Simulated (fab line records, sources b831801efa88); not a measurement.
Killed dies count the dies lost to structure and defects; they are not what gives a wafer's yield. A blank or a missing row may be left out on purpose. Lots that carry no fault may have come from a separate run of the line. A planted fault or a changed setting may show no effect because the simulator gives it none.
The tool behind it: which one? / flow sky130 / Sampling: 7 lots, 21 wafers, 2 of 708 route steps

## WHAT EACH GAUGE READ, for each wafer
SKY_METAL4_OVL_MEAS_14.
lot=L296; measured=day 42 06:26; on=overlay-02; METAL4_OVL (nm)=4 -1 -8
lot=L299; measured=day 43 05:41; on=overlay-02; METAL4_OVL (nm)=1 1 8
lot=L302; measured=day 44 05:35; on=overlay-01; METAL4_OVL (nm)=1 4 5
lot=L305; measured=day 45 01:30; on=overlay-02; METAL4_OVL (nm)=-3 -5 -1
lot=L308; measured=day 45 15:28; on=overlay-01; METAL4_OVL (nm)=-1 -5 -4
lot=L314; measured=day 47 15:06; on=overlay-01; METAL4_OVL (nm)=2 11 1
lot=L316; measured=day 47 20:01; on=overlay-01; METAL4_OVL (nm)=11 3 5

## TOOL THAT RAN EACH LOT (tool first, then ch and the chambers of the sampled wafers, then the start)
lot=L296; SKY_FIELD_ISO_CVD_03=lpcvd-02 ch 0, day 2 05:11
lot=L299; SKY_FIELD_ISO_CVD_03=lpcvd-02 ch 1, day 2 19:05
lot=L302; SKY_FIELD_ISO_CVD_03=lpcvd-02 ch 1, day 3 12:20
lot=L305; SKY_FIELD_ISO_CVD_03=lpcvd-02 ch 1, day 3 23:41
lot=L308; SKY_FIELD_ISO_CVD_03=lpcvd-02 ch 0, day 4 17:26
lot=L314; SKY_FIELD_ISO_CVD_03=lpcvd-02 ch 1, day 5 21:07
lot=L316; SKY_FIELD_ISO_CVD_03=lpcvd-02 ch 0, day 6 07:16
- SKY_FIELD_ISO_CVD_03: deposits Si3N4 from DCS/NH3, target thk 165 nm, time 2830 s.

## THE ANSWER, worked out from the rows above alone
Rule: the lots themselves supply what counts as usual. The widest of any qualifying gaps counts: lots, ordered by their means at a reading, are off when they make up no more than a third of the lots, leave a main group of 4 or more, and stand apart from it by 3 or more times the standard deviation of that group's means. The tables above print the reading to a certain number of digits; a main group whose means all agree to those digits is not used. Also off: a lot with no number at a reading for which 4 or more lots have one. Any other lot the step has rows for is counted as sound.
No lot is off at any reading shown: from this, nothing can be told.

## WHAT THE SIMULATOR HAD INSERTED
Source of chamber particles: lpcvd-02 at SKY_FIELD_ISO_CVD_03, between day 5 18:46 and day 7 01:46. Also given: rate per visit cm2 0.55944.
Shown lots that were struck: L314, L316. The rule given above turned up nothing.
